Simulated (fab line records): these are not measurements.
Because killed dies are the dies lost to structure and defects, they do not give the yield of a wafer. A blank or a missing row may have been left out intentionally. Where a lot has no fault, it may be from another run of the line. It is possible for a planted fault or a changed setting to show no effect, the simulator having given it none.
Matching of chambers ; flow sky130 ; rie_diel-03 running SKY_POLY_CUT_ETCH_10: 4 sister chambers
The step etches BARC in N2/H2, stops on SiO2, time 45.9 s, target depth 60 nm. 8 wafers are shown with their chamber, then 7 later ones without.

WAFERS PAIRED WITH THEIR CHAMBERS
wafer;chamber;oes_product_au (a.u.);throttle_valve_pct (%)
L512.2;2;0.857;13.229
L522.1;1;0.854;13.214
L522.3;0;0.852;13.222
L523.3;1;0.856;13.223
L523.4;3;0.856;13.224
L523.6;2;0.858;13.232
L527.1;0;0.852;13.227
L527.2;3;0.846;13.241

WAFERS WHOSE CHAMBER IS MISSING
wafer;oes_product_au (a.u.);throttle_valve_pct (%)
L527.5;0.851;13.217
L529.2;0.846;13.226
L529.5;0.854;13.221
L529.6;0.854;13.227
L534.2;0.863;13.232
L534.3;0.860;13.227
L534.4;0.852;13.230

WHICH CHAMBER EACH ONE RAN IN
wafer;from the rows above;in truth
L527.5;can't be placed: 0 or 1 or 3 or 2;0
L529.2;can't be placed: 3 or 0 or 1 or 2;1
L529.5;can't be placed: 1 or 0 or 2 or 3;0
L529.6;can't be placed: 0 or 2 or 3 or 1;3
L534.2;can't be placed: 2 or 1 or 0 or 3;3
L534.3;can't be placed: 2 or 1 or 0 or 3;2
L534.4;can't be placed: 3 or 0 or 2 or 1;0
Placed correctly: 0 of 7. Can't be placed from these rows: 7 (the true chamber is among the candidates in 7). Placed wrongly: 0.
How it was worked out, from the rows above alone: a wafer's distance from a chamber is the root of the sum, over the readings, of the square of ((its reading less the chamber's mean) divided by the reading's scatter). The wafer belongs to the nearest chamber; if the next one is less than 2 further off, it can't be placed. A chamber's mean is the mean of its shown wafers. The scatter is the square root of a quotient: the sum, over the shown wafers, of each reading's squared deviation from its chamber's mean, divided by wafers minus chambers.
